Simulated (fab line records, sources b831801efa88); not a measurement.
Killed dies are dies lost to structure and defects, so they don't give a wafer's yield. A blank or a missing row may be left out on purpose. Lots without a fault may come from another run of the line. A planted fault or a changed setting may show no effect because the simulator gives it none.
Tool commonality check | flow gf180mcu | 12 lots, 36 wafers sampled

WHY IT WAS OPENED
At GF_PSD_RS_MEAS_14 the reading NSD_RS is flagged on 3 of 12 lots. Wafers without a fault read 46.19 ohm/sq, standard deviation 0.085.
Rule: a lot is flagged when every wafer of it that has a number lies more than 4 standard deviations from that mean, or none has a number. The other lots count as sound.

lot  | measured     | on            | NSD_RS (ohm/sq), wafer by wafer | flag
L133 | day 14 02:32 | film_metro-02 | 46.22 46.19 46.19               |
L136 | day 15 04:15 | film_metro-03 | 46.19 46.26 46.35               |
L137 | day 15 11:49 | film_metro-03 | 46.20 46.10 46.10               |
L139 | day 16 07:56 | film_metro-02 | 40.79 40.94 40.95               | FLAGGED
L145 | day 18 19:04 | film_metro-02 | 40.73 40.77 40.70               | FLAGGED
L146 | day 19 02:53 | film_metro-02 | 40.97 40.94 40.85               | FLAGGED
L150 | day 20 04:45 | film_metro-03 | 46.12 46.07 46.21               |
L151 | day 20 16:46 | film_metro-03 | 46.11 46.27 46.18               |
L152 | day 20 19:11 | film_metro-02 | 46.20 46.19 46.20               |
L153 | day 21 13:35 | film_metro-02 | 46.21 46.08 46.10               |
L155 | day 21 20:36 | film_metro-02 | 46.05 46.21 46.18               |
L156 | day 22 06:42 | film_metro-04 | 46.22 46.18 46.29               |
The numbers of the flagged lots are 40.85 ohm/sq on average: -5.34 ohm/sq against the usual, or -63 standard deviations.

WHICH TOOL RAN EACH LOT
The record holds 2 process steps before the reading, out of a route of 602 steps. In each cell: the tool, then ch and the chambers that the sampled wafers went through, then the start.
lot  | flag    | GF_NSD_IMPLANT_10               | GF_NSD_STRIP_11
L133 |         | implanter-03 ch 0, day 13 06:17 | plasma_asher-01 ch 0,1, day 13 06:26
L136 |         | implanter-04 ch 0, day 14 06:38 | plasma_asher-04 ch 0,1, day 14 06:47
L137 |         | implanter-03 ch 0, day 14 13:53 | plasma_asher-01 ch 0,1, day 14 14:02
L139 | FLAGGED | implanter-01 ch 0, day 15 09:26 | plasma_asher-01 ch 0,1, day 15 09:55
L145 | FLAGGED | implanter-04 ch 0, day 17 19:05 | plasma_asher-01 ch 0,1, day 17 19:32
L146 | FLAGGED | implanter-03 ch 0, day 18 02:44 | plasma_asher-03 ch 0,1, day 18 03:12
L150 |         | implanter-03 ch 0, day 19 03:34 | plasma_asher-04 ch 0,1, day 19 03:41
L151 |         | implanter-01 ch 0, day 19 16:10 | plasma_asher-01 ch 0,1, day 19 16:17
L152 |         | implanter-04 ch 0, day 19 18:50 | plasma_asher-03 ch 0,1, day 19 18:59
L153 |         | implanter-03 ch 0, day 20 13:08 | plasma_asher-01 ch 0,1, day 20 13:17
L155 |         | implanter-04 ch 0, day 20 20:10 | plasma_asher-01 ch 1, day 20 20:17
L156 |         | implanter-01 ch 0, day 21 06:22 | plasma_asher-01 ch 0, day 21 06:29
What these steps do:
- GF_NSD_IMPLANT_10
- GF_NSD_STRIP_11: strips in O2/N2.
- GF_PSD_RS_MEAS_14: measures by four-point-probe.

FLAGGED OVER TOTAL, TOOL BY TOOL (the gauges that took the reading come last)
step              | tool            | lots run | flagged | share of the flagged lots | sound lots run after its first flagged lot
GF_NSD_IMPLANT_10 | implanter-01    | 3        | 1       | some                      | 2 (L151,L156)
GF_NSD_IMPLANT_10 | implanter-03    | 5        | 1       | some                      | 2 (L150,L153)
GF_NSD_IMPLANT_10 | implanter-04    | 4        | 1       | some                      | 2 (L152,L155)
GF_NSD_STRIP_11   | plasma_asher-01 | 8        | 2       | some                      | 4 (L151,L153,L155,L156)
GF_NSD_STRIP_11   | plasma_asher-03 | 2        | 1       | some                      | 1 (L152)
GF_NSD_STRIP_11   | plasma_asher-04 | 2        | 0       | none                      | -
GF_PSD_RS_MEAS_14 | film_metro-02   | 7        | 3       | all                       | 3 (L152,L153,L155)
GF_PSD_RS_MEAS_14 | film_metro-03   | 4        | 0       | none                      | -
GF_PSD_RS_MEAS_14 | film_metro-04   | 1        | 0       | none                      | -

WHAT THE TABLE ALLOWS
1 row of the table ran every flagged lot: film_metro-02 at GF_PSD_RS_MEAS_14.
- film_metro-02 at GF_PSD_RS_MEAS_14: 3 of its 7 lots flagged. Sound lots ran on it after the first flagged one (L152, L153, L155), which a lasting fault on the whole tool wouldn't allow.
No row of the table ran every flagged lot and no sound lot after the first.

WHAT THE SIMULATOR HAD PUT IN
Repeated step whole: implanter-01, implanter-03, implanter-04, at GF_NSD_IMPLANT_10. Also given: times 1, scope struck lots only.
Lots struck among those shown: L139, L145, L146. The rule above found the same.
